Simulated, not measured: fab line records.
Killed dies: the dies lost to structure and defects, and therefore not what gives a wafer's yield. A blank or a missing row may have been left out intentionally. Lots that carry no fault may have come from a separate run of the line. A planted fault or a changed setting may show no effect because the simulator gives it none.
Which tool was responsible? || flow sky130 || 6 lots with 18 wafers sampled at 2 steps, on a route of 708 steps

## WHAT THE GAUGES READ, wafer by wafer
SKY_METAL5_THK_MEAS_06: measures by xrf.
{"lot": "L337", "measured": "day 43 01:33", "on": "filmMetro-03", "METAL5_ALCU_THK (nm)": "1162 1176 1177"}
{"lot": "L340", "measured": "day 44 02:09", "on": "filmMetro-01", "METAL5_ALCU_THK (nm)": "1181 1172 1174"}
{"lot": "L341", "measured": "day 44 04:29", "on": "filmMetro-02", "METAL5_ALCU_THK (nm)": "1183 1190 1191"}
{"lot": "L344", "measured": "day 45 01:34", "on": "filmMetro-03", "METAL5_ALCU_THK (nm)": "1161 1168 1172"}
{"lot": "L348", "measured": "day 46 12:14", "on": "filmMetro-02", "METAL5_ALCU_THK (nm)": "1018 1006 1027 1021 1013 1026"}
{"lot": "L351", "measured": "day 46 18:23", "on": "filmMetro-03", "METAL5_ALCU_THK (nm)": "1030 1019 1034 1027 1023 1023"}

## WHICH TOOL RAN EACH LOT (tool, then ch and the chambers of the sampled wafers, then the start)
{"lot": "L337", "SKY_METAL5_SPUTTER_04": "pvdSputter-01, day 43 01:23"}
{"lot": "L340", "SKY_METAL5_SPUTTER_04": "pvdSputter-03, day 44 01:59"}
{"lot": "L341", "SKY_METAL5_SPUTTER_04": "pvdSputter-01, day 44 04:19"}
{"lot": "L344", "SKY_METAL5_SPUTTER_04": "pvdSputter-01, day 45 01:23"}
{"lot": "L348", "SKY_METAL5_SPUTTER_04": "pvdSputter-01, day 46 09:06"}
{"lot": "L351", "SKY_METAL5_SPUTTER_04": "pvdSputter-01, day 46 15:19"}
- SKY_METAL5_SPUTTER_04: material TiN, target thk 70 nm, time 58.3 s.

## THE ANSWER, worked out from the rows above alone
Rule: usual is defined by the lots themselves. Put in order of their means at a reading, lots are off if they are a third of the lots or fewer, leave a main group of 4 or more, and stand apart from it by a gap of 3 or more times the standard deviation of the main group's means; of several such gaps the widest counts. A main group whose means are all the same, to the digits that the tables above print for the reading, isn't used. Also off: a lot with no number at a reading for which 4 or more lots have one. The other lots that the step has rows for count as sound.
Off: at SKY_METAL5_THK_MEAS_06 (METAL5_ALCU_THK), L348, L351. The main group: mean 1176 nm, standard deviation 7.8.
If a tool, at a process step before that reading, ran all the lots that are off and no sound lot after the first of them, it fits. Gauges at SKY_METAL5_THK_MEAS_06: tried the same way as those tools. One fits: pvdSputter-01 at SKY_METAL5_SPUTTER_04. Its last sound lot is L344 (day 45 01:23), its first lot that is off L348 (day 46 09:06): a fault that began between those two fits.

## WHAT WAS PUT IN BY THE SIMULATOR
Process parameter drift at SKY_METAL5_SPUTTER_04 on pvdSputter-01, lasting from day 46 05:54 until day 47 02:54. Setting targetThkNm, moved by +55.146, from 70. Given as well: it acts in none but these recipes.
Lots struck among those shown: L348, L351. Same finding as the rule above.
